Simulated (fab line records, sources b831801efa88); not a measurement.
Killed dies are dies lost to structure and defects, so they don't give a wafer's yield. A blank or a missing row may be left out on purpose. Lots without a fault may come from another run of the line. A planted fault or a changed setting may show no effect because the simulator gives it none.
Chamber matching | flow gf180mcu | GF_SAB_ETCH_11 on rie_diel-03: 4 sister chambers
The step etches SiO2 in C4F8/O2/Ar, target depth 55 nm, time 8.5 s. 14 wafers are shown with their chamber, then 7 later ones without.

WAFERS WITH THEIR CHAMBER
wafer  | chamber | oes_product_au (a.u.)
L238.1 | 1       | 0.997
L238.2 | 2       | 0.994
L238.3 | 0       | 1.023
L241.2 | 0       | 0.995
L241.3 | 3       | 0.994
L241.5 | 3       | 0.998
L245.1 | 0       | 1.012
L245.3 | 2       | 0.989
L245.6 | 1       | 0.988
L247.2 | 3       | 0.999
L247.3 | 1       | 0.996
L247.4 | 0       | 1.011
L248.1 | 3       | 1.006
L248.2 | 1       | 0.984

SIGNATURES (means of the wafers above)
reading        | chamber 0 | chamber 1 | chamber 2 | chamber 3 | scatter within a chamber
oes_product_au | 1.01025   | 0.99125   | 0.99150   | 0.99925   | 0.00778
Rule: a wafer's distance from a chamber is the root of the sum, over the readings, of the square of ((its reading less the chamber's mean) divided by the reading's scatter). The wafer belongs to the nearest chamber; if the next one is less than 2 further off, it can't be placed. The scatter: the root of (the sum of the squares of (reading less its chamber's mean) over the shown wafers, divided by (wafers less chambers)).

WAFERS WITHOUT THEIR CHAMBER
wafer  | oes_product_au (a.u.)
L248.3 | 1.017
L250.2 | 1.001
L250.4 | 0.989
L250.6 | 1.005
L251.1 | 1.014
L251.5 | 1.016
L251.6 | 1.002

WHICH CHAMBER EACH WENT THROUGH
wafer  | from the rows above               | in truth
L248.3 | can't be placed: 0 or 3           | 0
L250.2 | can't be placed: 3 or 0 or 2 or 1 | 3
L250.4 | can't be placed: 1 or 2 or 3      | 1
L250.6 | can't be placed: 0 or 3 or 2 or 1 | 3
L251.1 | can't be placed: 0 or 3           | 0
L251.5 | can't be placed: 0 or 3           | 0
L251.6 | can't be placed: 3 or 0 or 2 or 1 | 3
Placed correctly: 0 of 7. Can't be placed from these rows: 7 (the true chamber is among the candidates in 7). Placed wrongly: 0.
